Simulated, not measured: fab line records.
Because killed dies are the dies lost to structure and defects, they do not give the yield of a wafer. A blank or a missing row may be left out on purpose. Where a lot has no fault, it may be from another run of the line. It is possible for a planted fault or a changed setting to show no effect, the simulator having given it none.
A single fault, viewed from 2 desks / flow gf180mcu / what lay behind the numbers comes last; until then each desk has only its own

== THE METROLOGY DESK ==
What the gauges read, lot by lot, whatever tool the lot ran on: means of the sampled wafers that have a number. A lot is out of limits, marked OUT, if its mean lies more than 4 standard deviations from the usual mean; the brackets give that distance.
Columns: A = cd_nm at GF_V5_CD_MEAS_14, usual 260.4 nm; B = V5_OVL at GF_V5_OVL_MEAS_15, usual -1 nm; C = V5_W_RS at GF_V5_RS_MEAS_24, usual 0.329 ohm/sq; D = V5_W_THK at GF_V5_THK_MEAS_25, usual 342 nm
lot=L295; first seen here=day 30 15:59; A=257.4; B=-6; C=0.332; D=340
lot=L296; first seen here=day 30 18:28; A=260.3; B=3; C=0.327; D=343
lot=L300; first seen here=day 31 19:29; A=258.6; B=-0; C=0.509 (+58) OUT; D=224 (-33) OUT
lot=L306; first seen here=day 33 11:25; A=261.2; B=-1; C=0.326; D=347
lot=L307; first seen here=day 33 13:14; A=259.7; B=5; C=0.331; D=341
This desk finds L300 out of limits, with the earliest case on L300 at day 31 20:33 (V5_W_RS at GF_V5_RS_MEAS_24). Within limits: L295, L296, L306, L307.

== AT THE TOOL OWNER'S DESK: cvd_w-01 ==
The tool's own readings at GF_V5_CVD_23 (deposits W, target thk 350 nm, time 104.9 s): means of the sampled wafers that have a number, for each lot that ran on this tool. A lot is out of limits, marked OUT, if its mean lies more than 4 standard deviations from the usual mean; the brackets give that distance.
Columns: A = heater_power_w at GF_V5_CVD_23, usual 814 W
lot=L296; first seen here=day 30 19:25; A=962
lot=L300; first seen here=day 31 20:25; A=870
Finding of this desk: none of the 2 lots has anything out of limits.

== ALL TOGETHER ==
Metrology desk: alarm possible at day 31 20:33 on L300.
Nothing out of limits was seen by the tool owner's desk.
On record at the tool owner's desk: L300, within its limits.
On cvd_w-01, each named lot ran GF_V5_CVD_23.

== WHAT WAS PUT IN BY THE SIMULATOR ==
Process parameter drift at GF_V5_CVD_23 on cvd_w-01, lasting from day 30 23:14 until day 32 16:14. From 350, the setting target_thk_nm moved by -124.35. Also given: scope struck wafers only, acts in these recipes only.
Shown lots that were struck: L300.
Per desk, hours elapsed from the start of the fault to the first reading out of limits: for the metrology desk, 21.
